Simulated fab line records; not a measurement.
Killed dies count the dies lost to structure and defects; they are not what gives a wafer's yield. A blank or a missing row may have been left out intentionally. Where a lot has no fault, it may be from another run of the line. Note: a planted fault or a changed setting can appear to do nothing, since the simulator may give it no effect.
Which of the tools did it? | flow gf180mcu | 21 wafers from 7 lots sampled at 2 of the route's 602 steps

== WHAT EACH GAUGE READ, for each wafer ==
GF_V1_CD_MEAS_14: target cd 260 nm.
lot  | measured     | on       | cdNm (nm)
L696 | day 19 08:29 | cdSem-02 | 261.0 261.3 261.0
L697 | day 19 22:41 | cdSem-01 | 261.1 260.5 261.0
L704 | day 22 10:26 | cdSem-01 | 263.6 264.4 263.9
L706 | day 22 16:35 | cdSem-02 | 261.3 260.8 260.8
L710 | day 24 03:57 | cdSem-02 | 260.7 260.4 260.2
L713 | day 25 02:06 | cdSem-01 | 261.0 262.4 262.0
L716 | day 26 00:22 | cdSem-02 | 261.1 262.0 260.5

== TOOL THAT RAN EACH LOT (tool first, then ch and the chambers of the sampled wafers, then the start) ==
lot  | GF_V1_PEB_12
L696 | lithoTrack-02 ch 0, day 19 08:10
L697 | lithoTrack-03 ch 0, day 19 22:20
L704 | lithoTrack-04 ch 0, day 22 10:06
L706 | lithoTrack-03 ch 0, day 22 16:14
L710 | lithoTrack-02 ch 0, day 24 03:36
L713 | lithoTrack-03 ch 0, day 25 01:46
L716 | lithoTrack-04 ch 0, day 26 00:01
- GF_V1_PEB_12: peb time 90 s.

== THE ANSWER, worked out from the rows above alone ==
Rule: what is usual is taken from the lots themselves. Put in order of their means at a reading, lots are off if they are a third of the lots or fewer, leave a main group of 4 or more, and stand apart from it by a gap of 3 or more times the standard deviation of the main group's means; of several such gaps the widest counts. The tables above print the reading to a certain number of digits; a main group whose means all agree to those digits is not used. Also off: a lot with no number at a reading for which 4 or more lots have one. The other lots that the step has rows for count as sound.
Off, at GF_V1_CD_MEAS_14 on cdNm: L704. Mean 261.1 nm and standard deviation 0.41 in the main group.
If a tool, at a process step before that reading, ran all the lots that are off and no sound lot after the first of them, it fits. Gauges at GF_V1_CD_MEAS_14: tried the same way as those tools. No candidate that was tried fits.

== WHAT THE SIMULATOR HAD PUT IN ==
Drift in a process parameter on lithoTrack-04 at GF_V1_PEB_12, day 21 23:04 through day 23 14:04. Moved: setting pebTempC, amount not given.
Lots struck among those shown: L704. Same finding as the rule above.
